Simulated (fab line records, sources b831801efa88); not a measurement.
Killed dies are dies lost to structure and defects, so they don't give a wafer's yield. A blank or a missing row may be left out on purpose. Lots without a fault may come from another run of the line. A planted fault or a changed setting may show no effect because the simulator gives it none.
Which tool did it? | flow gf180mcu | 6 lots, 16 wafers sampled, at 5 steps of a route of 602

WHAT THE GAUGES READ, wafer by wafer
GF_MIM_THK_MEAS_06.
lot  | measured     | on            | MIM_CVD_05_THK (nm)
L447 | day 25 17:52 | film_metro-01 | 41.1 41.2 41.6
L449 | day 26 12:13 | film_metro-01 | 41.7 42.4 42.8
L452 | day 27 16:20 | film_metro-03 | 40.1 41.5 41.4
L456 | day 28 16:02 | film_metro-01 | 41.4 42.3 42.3
L461 | day 30 03:49 | film_metro-04 | 35.5
L465 | day 31 02:08 | film_metro-01 | 41.9 43.2 42.9

WHICH TOOL RAN EACH LOT (tool, then ch and the chambers of the sampled wafers, then the start)
lot  | GF_V2_SPUTTER_22             | GF_M3_STRIP_17                       | GF_V3_CMP_04                  | GF_MIM_CVD_05
L447 | pvd_sputter-03, day 21 16:19 | plasma_asher-01 ch 0,1, day 22 17:18 | cmp-01 ch 0,2, day 22 18:29   | pecvd-04 ch 0,1, day 25 17:50
L449 | pvd_sputter-01, day 22 12:42 | plasma_asher-01 ch 0,1, day 23 12:45 | cmp-01 ch 1,2,3, day 23 13:40 | pecvd-01 ch 0,1,2, day 26 12:10
L452 | pvd_sputter-01, day 23 20:50 | plasma_asher-04 ch 0,1, day 24 19:39 | cmp-02 ch 0,1, day 24 20:42   | pecvd-01 ch 0,2, day 27 16:19
L456 | pvd_sputter-01, day 24 23:08 | plasma_asher-03 ch 0, day 25 21:55   | cmp-02 ch 0,1,2, day 25 22:50 | pecvd-03 ch 0,1,2, day 28 16:01
L461 | pvd_sputter-01, day 26 15:44 | plasma_asher-01 ch 1, day 27 12:41   | cmp-01 ch 3, day 27 13:36     | pecvd-03 ch 2, day 30 03:46
L465 | pvd_sputter-03, day 27 16:13 | plasma_asher-01 ch 0,1, day 28 12:05 | cmp-02 ch 0,3, day 28 13:00   | pecvd-04 ch 0,1,2, day 31 02:05
- GF_V2_SPUTTER_22: material TiN, target thk 10 nm, time 40 s.
- GF_M3_STRIP_17: strips in O2/N2.
- GF_V3_CMP_04: polishes SiO2.
- GF_MIM_CVD_05: deposits Si3N4, target thk 42 nm, time 29.086 s.

THE ANSWER, worked out from the rows above alone
Rule: what is usual is taken from the lots themselves. Put in order of their means at a reading, lots are off if they are a third of the lots or fewer, leave a main group of 4 or more, and stand apart from it by a gap of 3 or more times the standard deviation of the main group's means; of several such gaps the widest counts. A main group whose means are all the same, to the digits that the tables above print for the reading, isn't used. A lot without any number at a reading at which 4 lots or more have one is off too. The other lots that the step has rows for count as sound.
Off: L461, at GF_MIM_THK_MEAS_06 (MIM_CVD_05_THK). The main group: mean 41.9 nm, standard deviation 0.62.
A tool fits if, at a process step before that reading, it ran every lot that is off, and no sound lot after the first of them. The gauges at GF_MIM_THK_MEAS_06 are tried like those tools. Can't be told from this: 4 tools fit, pvd_sputter-01 at GF_V2_SPUTTER_22, cmp-01 at GF_V3_CMP_04, pecvd-03 at GF_MIM_CVD_05, film_metro-04 at GF_MIM_THK_MEAS_06.

WHAT THE SIMULATOR HAD PUT IN
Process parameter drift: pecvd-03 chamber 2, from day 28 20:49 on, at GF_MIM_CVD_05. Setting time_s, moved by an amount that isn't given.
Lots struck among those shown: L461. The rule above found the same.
